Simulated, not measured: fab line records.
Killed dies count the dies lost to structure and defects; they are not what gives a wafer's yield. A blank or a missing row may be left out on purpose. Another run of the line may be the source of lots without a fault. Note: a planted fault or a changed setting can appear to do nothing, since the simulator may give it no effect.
Struck lot and sound lot, side by side    flow sky130    15 steps out of a route of 708
Sound: these wafers, L910.2, L910.3, L910.6. Wafers L922.1, L922.2, L922.4 were the ones struck. The cause comes at the end.
Each step with rows lists, per side, the tool, then ch with its chambers, then its first start. Under that, the readings that differ: sound wafers    struck wafers    difference of the means    sigmas: that difference in standard deviations of wafers without a fault.
alike: readings with means less than 2 such deviations apart, plus words and numbers identical on both sides. not compared: withheld readings, readings lacking a value on some wafer, bounds such as >300 that could conceal the same value, and numbers that have no deviation in the record and whose values overlap.
A row with sigmas, a row that says differs or no value, or rows on one side alone: a step with any of these is where the two part. Numbers that have no deviation but don't overlap get no sigmas and don't part them. Lack of a reading on every wafer of one side parts them only where that side has two or more wafers.

SKY_LDD_HVP_TW_MEAS_10:
  sound: filmMetro-02 at day 22 21:57; struck: filmMetro-02 at day 27 05:47
  alike: LDD_HVP_TW
then, 7 steps without rows for these wafers: SKY_LDD_LDN_DEHYDRATE_00 (time 60 s); SKY_LDD_LDN_HMDS_01 (prime time 60 s); SKY_LDD_LDN_COAT_02 (resist thk 1140 nm); SKY_LDD_LDN_SOFTBAKE_03 (time 60 s); SKY_LDD_LDN_EXPOSE_04 (exposes mask LDNTM, target cd 700 nm); SKY_LDD_LDN_PEB_05; SKY_LDD_LDN_DEVELOP_06 (develop time 60 s).
SKY_LDD_LDN_OVL_MEAS_07:
  sound: overlay-01 at day 24 04:43; struck: overlay-02 at day 28 10:07
  alike: LDD_LDN_OVL
then, 3 steps without rows for these wafers: SKY_LDD_LDN_IMPLANT_08; SKY_LDD_LDN_IMPLANT_09; SKY_LDD_LDN_IMPLANT_10.
SKY_LDD_LDN_IMPLANT_11:
  sound on implanter-03 ch 0, day 24 05:13; struck on implanter-03 ch 0, day 28 10:35
reading                   sound                 struck                difference  sigmas
beamEnergyKeV             14.996 14.989 14.996  16.461 16.452 16.448  +1.460      +99 or more
model.implant.rpNm (nm)   12.74 12.74 12.74     13.67 13.67 13.67     +0.93       
model.implant.drpNm (nm)  5.933 5.933 5.933     6.313 6.313 6.313     +0.380      
  alike: beamOnS, faradayCurrentUA
SKY_LDD_LDN_STRIP_12: strips in O2/N2.
  sound on plasmaAsher-04 ch 0,1, day 24 05:20; struck on plasmaAsher-03 ch 0,1, day 28 10:44
  alike: chamberPressureMTorr, drypumpMotorCurrentA, oesProductAu, stripTimeToEndpointS
  not compared: rfHoursCounterH
-- the record jumps here: 21 days lie between the struck wafers' starts before and after (it left off in module LDD_LDN and takes up again in module PAD_OPEN, whose first step shown is number 708 of the route) --
SKY_PAD_OPEN_PROBE_99:
  the record has rows for the struck wafers here (prober-02, day 49 16:53) and none for the sound ones

WHERE THEY PART
First at SKY_LDD_LDN_IMPLANT_11; last, within this record, at SKY_PAD_OPEN_PROBE_99.

WHY: the cause the simulator had injected
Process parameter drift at SKY_LDD_LDN_IMPLANT_11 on implanter-03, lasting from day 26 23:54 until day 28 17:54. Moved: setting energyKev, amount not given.
